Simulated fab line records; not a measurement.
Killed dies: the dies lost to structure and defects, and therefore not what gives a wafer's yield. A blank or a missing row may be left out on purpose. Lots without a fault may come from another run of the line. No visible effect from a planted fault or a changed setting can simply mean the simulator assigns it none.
What tool caused it? || flow gf180mcu || 21 wafers from 7 lots sampled at 3 of the route's 602 steps

== WHAT THE GAUGES READ, wafer by wafer ==
GF_POLY_GATE_OVL_MEAS_11.
{"lot": "L178", "measured": "day 9 07:39", "on": "overlay-01", "POLY_GATE_OVL (nm)": "-12 -9 -5"}
{"lot": "L181", "measured": "day 10 15:52", "on": "overlay-01", "POLY_GATE_OVL (nm)": "0 -1 -2"}
{"lot": "L186", "measured": "day 11 23:13", "on": "overlay-02", "POLY_GATE_OVL (nm)": "-5 -1 -4"}
{"lot": "L188", "measured": "day 12 11:43", "on": "overlay-01", "POLY_GATE_OVL (nm)": "-7 -3 -9"}
{"lot": "L198", "measured": "day 15 09:54", "on": "overlay-01", "POLY_GATE_OVL (nm)": "-13 -8 -9"}
{"lot": "L200", "measured": "day 16 03:15", "on": "overlay-02", "POLY_GATE_OVL (nm)": "0 1 1"}

== EACH LOT AND THE TOOL THAT RAN IT (in order: tool; ch and the chambers of the sampled wafers; start) ==
{"lot": "L178", "GF_STI_ETCH_14": "rieSi-02 ch 1,2,3, day 2 06:26", "GF_DUAL_GATE_DEVELOP_10": "lithoTrack-04 ch 0, day 8 11:17"}
{"lot": "L181", "GF_STI_ETCH_14": "rieSi-02 ch 1,2, day 2 21:30", "GF_DUAL_GATE_DEVELOP_10": "lithoTrack-04 ch 0, day 9 18:28"}
{"lot": "L186", "GF_STI_ETCH_14": "rieSi-01 ch 0,2, day 4 01:56", "GF_DUAL_GATE_DEVELOP_10": "lithoTrack-02 ch 0, day 10 22:49"}
{"lot": "L188", "GF_STI_ETCH_14": "rieSi-01 ch 0,2, day 4 10:29", "GF_DUAL_GATE_DEVELOP_10": "lithoTrack-04 ch 0, day 11 13:31"}
{"lot": "L196", "GF_STI_ETCH_14": "rieSi-01 ch 0,1,2, day 6 06:05", "GF_DUAL_GATE_DEVELOP_10": "lithoTrack-04, day 13 21:56"}
{"lot": "L198", "GF_STI_ETCH_14": "rieSi-01 ch 0,2, day 6 14:08", "GF_DUAL_GATE_DEVELOP_10": "lithoTrack-03 ch 0, day 14 07:55"}
{"lot": "L200", "GF_STI_ETCH_14": "rieSi-01 ch 1,2,3, day 6 23:55", "GF_DUAL_GATE_DEVELOP_10": "lithoTrack-04 ch 0, day 14 23:56"}
- GF_STI_ETCH_14: etches Si in HBr/Cl2/O2, target depth 360 nm, time 102.9 s.
- GF_DUAL_GATE_DEVELOP_10: develop time 60 s.

== THE ANSWER, worked out from the rows above alone ==
Rule: what is usual is taken from the lots themselves. Put in order of their means at a reading, lots are off if they are a third of the lots or fewer, leave a main group of 4 or more, and stand apart from it by a gap of 3 or more times the standard deviation of the main group's means; of several such gaps the widest counts. The tables above print the reading to a certain number of digits; a main group whose means all agree to those digits is not used. Also off: a lot with no number at a reading for which 4 or more lots have one. All remaining lots with rows at the step are treated as sound.
No lot is off on any of the readings shown, so nothing can be concluded from this.

== WHAT HAD BEEN PUT IN BY THE SIMULATOR ==
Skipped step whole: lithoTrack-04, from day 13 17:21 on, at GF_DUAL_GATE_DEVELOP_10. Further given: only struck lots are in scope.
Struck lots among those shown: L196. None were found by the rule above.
